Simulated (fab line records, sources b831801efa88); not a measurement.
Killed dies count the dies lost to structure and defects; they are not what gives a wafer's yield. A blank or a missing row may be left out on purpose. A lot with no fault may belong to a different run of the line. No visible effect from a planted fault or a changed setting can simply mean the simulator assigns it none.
Which tool was responsible? :: flow sky130 :: route of 708 steps, sampled at 1 step: 12 lots, 36 wafers

## WHAT THE GAUGES READ, wafer by wafer
SKY_CONTACT_THK_MEAS_26: measures by xrf.
lot: L075
measured: day 31 15:01
on: film metro-03
CONTACT_W_THK (nm): 353 350 352

lot: L077
measured: day 32 11:36
on: film metro-04
CONTACT_W_THK (nm): 339 347 344

lot: L078
measured: day 32 21:19
on: film metro-04
CONTACT_W_THK (nm): 343 342 344

lot: L081
measured: day 33 21:56
on: film metro-02
CONTACT_W_THK (nm): 347 346 342

lot: L083
measured: day 34 04:32
on: film metro-04
CONTACT_W_THK (nm): 351 349 350

lot: L085
measured: day 35 03:33
on: film metro-04
CONTACT_W_THK (nm): 350 340 346

lot: L087
measured: day 35 11:19
on: film metro-04
CONTACT_W_THK (nm): 343 346 339

lot: L089
measured: day 36 04:26
on: film metro-03
CONTACT_W_THK (nm): 349 345 350

lot: L091
measured: day 37 02:26
on: film metro-03
CONTACT_W_THK (nm): 342 345 347

lot: L093
measured: day 37 10:40
on: film metro-02
CONTACT_W_THK (nm): 339 339 344

lot: L096
measured: day 38 05:39
on: film metro-03
CONTACT_W_THK (nm): 347 348 353

lot: L097
measured: day 38 20:23
on: film metro-03
CONTACT_W_THK (nm): 341 343 348

## EACH LOT AND THE TOOL THAT RAN IT (in order: tool; ch and the chambers of the sampled wafers; start)
The record holds no process step before these readings.

## THE ANSWER, worked out from the rows above alone
Rule: what is usual is taken from the lots themselves. The widest of any qualifying gaps counts: lots, ordered by their means at a reading, are off when they make up no more than a third of the lots, leave a main group of 4 or more, and stand apart from it by 3 or more times the standard deviation of that group's means. If all means in a main group match to the digits the tables above print for the reading, that group is not used. A lot without any number at a reading at which 4 lots or more have one is off too. Any other lot the step has rows for is counted as sound.
No lot is off on any of the readings shown, so nothing can be concluded from this.

## WHAT THE SIMULATOR HAD PUT IN
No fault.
